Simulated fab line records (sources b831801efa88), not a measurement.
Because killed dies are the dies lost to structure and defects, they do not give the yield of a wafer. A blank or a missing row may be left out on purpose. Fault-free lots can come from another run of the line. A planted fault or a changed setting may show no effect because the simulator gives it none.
fab line records | flow sfqLine | part 2 of 2: steps 31 to 39 of 39
record: lots: 5 | wafers: 15 | lastDay: 88
route steps=325 shown M1@65 I1@73 M2@88 I2@103
lots that met no fault: from a run of the same line without faults
startH: hours from the record's opening day to when the first of the lot's shown wafers began | waitH: hours since the lot's step before | " repeats the value in the row above | L1.1+2: several wafers, shown together as one row | - value missing, or start not given | * or withheld: withheld | < > ~ a bound
route shown NAME@n: names a module that has steps shown in the file, with the first one's number in the route | usual: mean/standard deviation taken from wafers without a fault | same: alike in all rows | chamber/n: place in a boat | sites: per-site readings | _std_site: standard deviation of those values | _edge_site: the outer-site mean with the inner-site mean subtracted | radiusMm: how far each site lies from the wafer's centre | mask NAME#n: copy n | behind: tool/chamber where the wafer was last shaped | hold: why the lot went on hold/how many hours it stayed there/how the hold came to an end | device: whichever transistor did not switch (one of n, p or np) | end of line: the same wafers' tests at the end of the route | a step without rows: its recipe alone | killed: dies that structure and defects cost at the first sort, which is not the same as the wafer's yield | map: dies across one wafer; x = killed, . = not, _ = none there
set.NAME: the setting as run; set.NAME@STEP: as run at that earlier step | model.NAME: the simulator's own value behind a step, which no gauge read
lots at some steps of the route; a table a step, a row a wafer
services: a tool's chamber out of use, with start hour (startH, from the record's first day; less than 0 if before it), hours out, and reason
== steps ==
step: SFQ_TRILAYER_M2_LITHO_PEB_060
recipe: pebTempC: 115 | pebTimeS: 60 | resist: KrF
lot.wafer  | tool          | chamber | startH | waitH
L075.2+3+6 | lithoTrack-04 | 0       | 837.20 | 0.8
L082.1+5+6 | lithoTrack-02 | 0       | 904.95 | 1.0
L083.1+3+4 | lithoTrack-04 | 0       | 914.65 | 1.0
L087.3+4+6 | lithoTrack-02 | 0       | 931.05 | 0.7
L092.3+4+6 | lithoTrack-02 | 0       | 970.65 | 0.7
step: SFQ_TRILAYER_M2_LITHO_DEVELOP_059
recipe: timeS: 60 | resist: KrF
lot.wafer  | tool          | chamber | startH | waitH
L075.2+3+6 | lithoTrack-04 | 0       | 837.35 | 0.1
L082.1+5+6 | lithoTrack-02 | 0       | 905.10 | 0.1
L083.1+3+4 | lithoTrack-04 | 0       | 914.80 | 0.1
L087.3+4+6 | lithoTrack-02 | 0       | 931.20 | 0.1
L092.3+4+6 | lithoTrack-02 | 0       | 970.80 | 0.1
step: SFQ_M2_OVL_MEAS_916
usual: M2_OVL: -4/6
lot.wafer | tool       | chamber | startH | waitH | M2_OVL[nm]
L075.2    | overlay-01 | -       | 837.48 | 0.1   | 1
L075.3    | "          | -       | "      | "     | 2
L075.6    | "          | -       | "      | "     | 1
L082.1    | overlay-01 | -       | 905.25 | 0.1   | 0
L082.5    | "          | -       | "      | "     | 1
L082.6    | "          | -       | "      | "     | -2
L083.1    | overlay-02 | -       | 914.95 | 0.1   | -3
L083.3    | "          | -       | "      | "     | -6
L083.4    | "          | -       | "      | "     | -3
L087.3    | overlay-02 | -       | 931.31 | 0.1   | -9
L087.4    | "          | -       | "      | "     | -6
L087.6    | "          | -       | "      | "     | -5
L092.3    | overlay-01 | -       | 970.91 | 0.1   | -10
L092.4    | "          | -       | "      | "     | -1
L092.6    | "          | -       | "      | "     | -5
step: SFQ_TRILAYER_M2_BARC_OPEN_METAL_ETCH_077
recipe: maskMaterial: PR | chemistry: O2 | targetDepthNm: 125 | target: BARC | icpW: 600 | biasW: 80 | pressureMtorr: 10 | timeS: 41.7
usual: drypumpMotorCurrentA: 5.7/0.38 | oesProductAu: 0.686/0.0049
lot.wafer | tool        | chamber | startH | waitH | drypumpMotorCurrentA | oesProductAu | rfHoursCounterH
L075.2    | rieMetal-02 | 0       | 837.51 | 0.0   | 5.1                  | 0.684        | 63
L075.3    | "           | 0       | "      | "     | 5.1                  | 0.687        | -
L075.6    | "           | 1       | "      | "     | 5.4                  | 0.696        | -
L082.1    | rieMetal-02 | 0       | 905.28 | 0.0   | 5.1                  | 0.685        | 74
L082.5    | "           | 1       | "      | "     | 5.4                  | 0.684        | -
L082.6    | "           | 0       | "      | "     | 5.1                  | 0.688        | -
L083.1    | rieMetal-04 | 1       | 914.98 | 0.0   | 6.0                  | 0.690        | 117
L083.3    | "           | 0       | "      | "     | 5.8                  | 0.687        | -
L083.4    | "           | 1       | "      | "     | 6.0                  | 0.685        | -
L087.3    | rieMetal-02 | 1       | 931.35 | 0.0   | 5.4                  | 0.680        | -
L087.4    | "           | 0       | "      | "     | 5.0                  | 0.682        | -
L087.6    | "           | 0       | "      | "     | 5.1                  | 0.675        | -
L092.3    | rieMetal-01 | 1       | 970.95 | 0.0   | 6.0                  | 0.681        | -
L092.4    | "           | 0       | "      | "     | 6.1                  | 0.688        | -
L092.6    | "           | 0       | "      | "     | 6.1                  | 0.688        | -
step: SFQ_TRILAYER_M2_ETCH_METAL_ETCH_060
recipe: target: Nb | stopOn: SiO2 | maskMaterial: PR | chemistry: Cl2/Ar | targetDepthNm: 240 | icpW: 600 | biasW: 80 | pressureMtorr: 10 | timeS: 120
usual: drypumpMotorCurrentA: 5.7/0.38 | oesProductAu: 0.893/0.0071
lot.wafer | tool        | chamber | startH | waitH | drypumpMotorCurrentA | oesProductAu | rfHoursCounterH
L075.2    | rieMetal-02 | 0       | 837.57 | 0.0   | 5.1                  | 0.904        | 63
L075.3    | "           | 0       | "      | "     | 5.1                  | 0.906        | -
L075.6    | "           | 1       | "      | "     | 5.4                  | 0.897        | -
L082.1    | rieMetal-02 | 0       | 905.34 | 0.0   | 5.0                  | 0.903        | 74
L082.5    | "           | 1       | "      | "     | 5.4                  | 0.895        | -
L082.6    | "           | 0       | "      | "     | 5.0                  | 0.900        | -
L083.1    | rieMetal-04 | 1       | 915.04 | 0.0   | 6.0                  | 0.897        | 117
L083.3    | "           | 0       | "      | "     | 5.8                  | 0.899        | -
L083.4    | "           | 1       | "      | "     | 6.0                  | 0.896        | -
L087.3    | rieMetal-02 | 1       | 931.43 | 0.1   | 5.4                  | 0.891        | -
L087.4    | "           | 0       | "      | "     | 5.1                  | 0.893        | -
L087.6    | "           | 0       | "      | "     | 5.0                  | 0.883        | -
L092.3    | rieMetal-01 | 1       | 971.03 | 0.1   | 6.0                  | 0.884        | -
L092.4    | "           | 0       | "      | "     | 6.1                  | 0.895        | -
L092.6    | "           | 0       | "      | "     | 6.1                  | 0.893        | -
step: SFQ_TRILAYER_M2_STRIP_STRIP_061
recipe: gas: O2 | powerW: 200 | platenTempC: 40 | overashFraction: 0.65 | chemistry: O2 | pressureMtorr: 50
usual: drypumpMotorCurrentA: 5.7/0.38 | oesProductAu: 0.996/0.0085
lot.wafer | tool        | chamber | startH | waitH | drypumpMotorCurrentA | oesProductAu | rfHoursCounterH
L075.2    | rieMetal-02 | 0       | 837.69 | 0.1   | 5.1                  | 0.996        | 63
L075.3    | "           | 0       | "      | "     | 5.1                  | 1.001        | -
L075.6    | "           | 1       | "      | "     | 5.4                  | 0.998        | -
L082.1    | rieMetal-02 | 0       | 905.47 | 0.1   | 5.0                  | 0.997        | 74
L082.5    | "           | 1       | "      | "     | 5.4                  | 0.988        | -
L082.6    | "           | 0       | "      | "     | 5.0                  | 0.994        | -
L083.1    | rieMetal-04 | 1       | 915.17 | 0.1   | 6.0                  | 1.003        | 117
L083.3    | "           | 0       | "      | "     | 5.8                  | 1.001        | -
L083.4    | "           | 1       | "      | "     | 6.0                  | 1.001        | -
L087.3    | rieMetal-02 | 1       | 931.72 | 0.2   | 5.4                  | 0.992        | -
L087.4    | "           | 0       | "      | "     | 5.0                  | 0.999        | -
L087.6    | "           | 0       | "      | "     | 5.1                  | 0.998        | -
L092.3    | rieMetal-01 | 1       | 971.32 | 0.2   | 6.0                  | 1.002        | -
L092.4    | "           | 0       | "      | "     | 6.1                  | 1.003        | -
L092.6    | "           | 0       | "      | "     | 6.1                  | 0.995        | -
step: SFQ_TRILAYER_M2_STRIP_SOLV_CLEAN_062
recipe: chemistry: NMP | tempC: 70 | timeS: 600
lot.wafer  | tool        | chamber | startH | waitH
L075.2+3+6 | wetBench-01 | 4,5,0   | 838.29 | 0.4
L082.1+5+6 | wetBench-03 | 1,7,2   | 906.07 | 0.4
L083.1+3+4 | wetBench-03 | 6,2,7   | 915.77 | 0.4
L087.3+4+6 | wetBench-02 | 4,6,7   | 932.12 | 0.2
L092.3+4+6 | wetBench-01 | 1,4,3   | 971.72 | 0.2
step: SFQ_TRILAYER_I2_DEP_PECVD_063
recipe: material: SiO2 | tempC: 150 | timeS: 111.11 | pressureTorr: 2.4 | rfW: 183.3 | precursor: SiH4/N2O | targetThkNm: 500
usual: heaterPowerW: 81/8.3 | susceptorTempC: 150.03/0.15 | throttleValvePct: 23.7/1.2
lot.wafer | tool     | chamber | startH | waitH | heaterPowerW | susceptorTempC | throttleValvePct
L075.2    | pecvd-04 | 0       | 838.64 | 0.0   | 80           | 150.09         | 22.1
L075.3    | "        | 2       | "      | "     | 73           | 150.23         | 23.3
L075.6    | "        | 1       | "      | "     | 69           | 150.00         | 24.5
L082.1    | pecvd-04 | 1       | 906.24 | 0.0   | 80           | 149.95         | 24.7
L082.5    | "        | 2       | "      | "     | 81           | 149.95         | 23.3
L082.6    | "        | 1       | "      | "     | 83           | 149.89         | 24.9
L083.1    | pecvd-04 | 1       | 915.94 | 0.0   | 73           | 150.20         | 24.6
L083.3    | "        | 2       | "      | "     | 74           | 149.96         | 23.5
L083.4    | "        | 1       | "      | "     | 76           | 149.86         | 24.4
L087.3    | pecvd-04 | 0       | 932.29 | 0.0   | 78           | 150.03         | 22.2
L087.4    | "        | 0       | "      | "     | 79           | 150.26         | 22.1
L087.6    | "        | 2       | "      | "     | 75           | 149.95         | 23.4
L092.3    | pecvd-04 | 0       | 971.89 | 0.0   | 81           | 150.28         | 22.1
L092.4    | "        | 0       | "      | "     | 64           | 150.06         | 22.4
L092.6    | "        | 2       | "      | "     | 80           | 150.21         | 23.4
step: SFQ_TRILAYER_I2_CMP_CMP_064
recipe: material: SiO2 | downForcePsi: 3 | platenRpm: 60 | padVelocityMS: 0.94248
usual: edgeZonePressureFrac: 1.000/0.0054 | motorCurrentA: 9.8/0.93 | platenRpm: 60.00/0.035 | timeToEndpointS: 209/9.6
lot.wafer | tool   | chamber | startH | waitH | edgeZonePressureFrac | motorCurrentA | platenRpm | timeToEndpointS
L075.2    | cmp-01 | 2       | 864.93 | 26.2  | 1.009                | 10.0          | 59.98     | 191
L075.3    | "      | 3       | "      | "     | 0.997                | 10.7          | 60.02     | 202
L075.6    | "      | 2       | 866.93 | 28.2  | 1.004                | 10.3          | 60.02     | 201
L082.1    | cmp-02 | 0       | 924.03 | 17.8  | 1.005                | 10.8          | 60.00     | 197
L082.5    | "      | 3       | 925.53 | 19.2  | 1.008                | 9.4           | 59.95     | 207
L082.6    | "      | 0       | "      | "     | 0.997                | 10.1          | 60.04     | 209
L083.4    | cmp-01 | 2       | 932.80 | 16.8  | 0.995                | 9.8           | 60.07     | 193
L083.3    | "      | 3       | "      | "     | 0.995                | 11.1          | 60.04     | 198
L083.1    | "      | 1       | 934.30 | 18.3  | 0.995                | 10.7          | 60.01     | 201
L087.3    | cmp-01 | 1       | 945.80 | 13.5  | 1.005                | 10.8          | 60.03     | 195
L087.4    | "      | 2       | "      | "     | 0.996                | 9.7           | 60.03     | 188
L087.6    | "      | 3       | "      | "     | 1.000                | 11.1          | 59.98     | 202
L092.3    | cmp-01 | 0       | 971.97 | 0.0   | 1.001                | 8.5           | 60.02     | 205
L092.4    | "      | 1       | "      | "     | 1.000                | 10.4          | 60.01     | 211
L092.6    | "      | 0       | 973.97 | 2.0   | 1.000                | 9.1           | 60.05     | 211
== services ==
tool          | chamber | startH | hours | kind
krfScanner-01 | -       | 534.18 | 1.0   | pm
krfScanner-01 | -       | 535.15 | 6.4   | repair
krfScanner-01 | -       | 559.42 | 1.3   | pm
cmp-01        | -       | 560.20 | 4.6   | pm
cmp-01        | -       | 574.68 | 4.0   | pm
krfScanner-01 | -       | 641.10 | 5.9   | repair
krfScanner-01 | -       | 646.05 | 30.1  | repair
cmp-01        | -       | 656.28 | 2.7   | repair
krfScanner-01 | -       | 678.60 | 0.8   | pm
cmp-01        | -       | 700.61 | 1.8   | repair
krfScanner-01 | -       | 703.35 | 1.0   | pm
cmp-01        | -       | 707.53 | 2.3   | repair
cmp-01        | -       | 723.91 | 5.2   | repair
krfScanner-01 | -       | 735.07 | 1.3   | pm
krfScanner-01 | -       | 736.37 | 6.0   | pm
cmp-01        | -       | 801.14 | 9.8   | pm
krfScanner-01 | -       | 846.77 | 0.8   | pm
krfScanner-01 | -       | 872.12 | 1.0   | pm
krfScanner-01 | -       | 884.37 | 1.6   | repair
krfScanner-01 | -       | 910.95 | 1.3   | pm
cmp-01        | -       | 915.93 | 4.0   | pm
krfScanner-01 | -       | 920.65 | 0.8   | pm
cmp-01        | -       | 936.87 | 0.8   | repair
krfScanner-01 | -       | 970.60 | 4.4   | pm
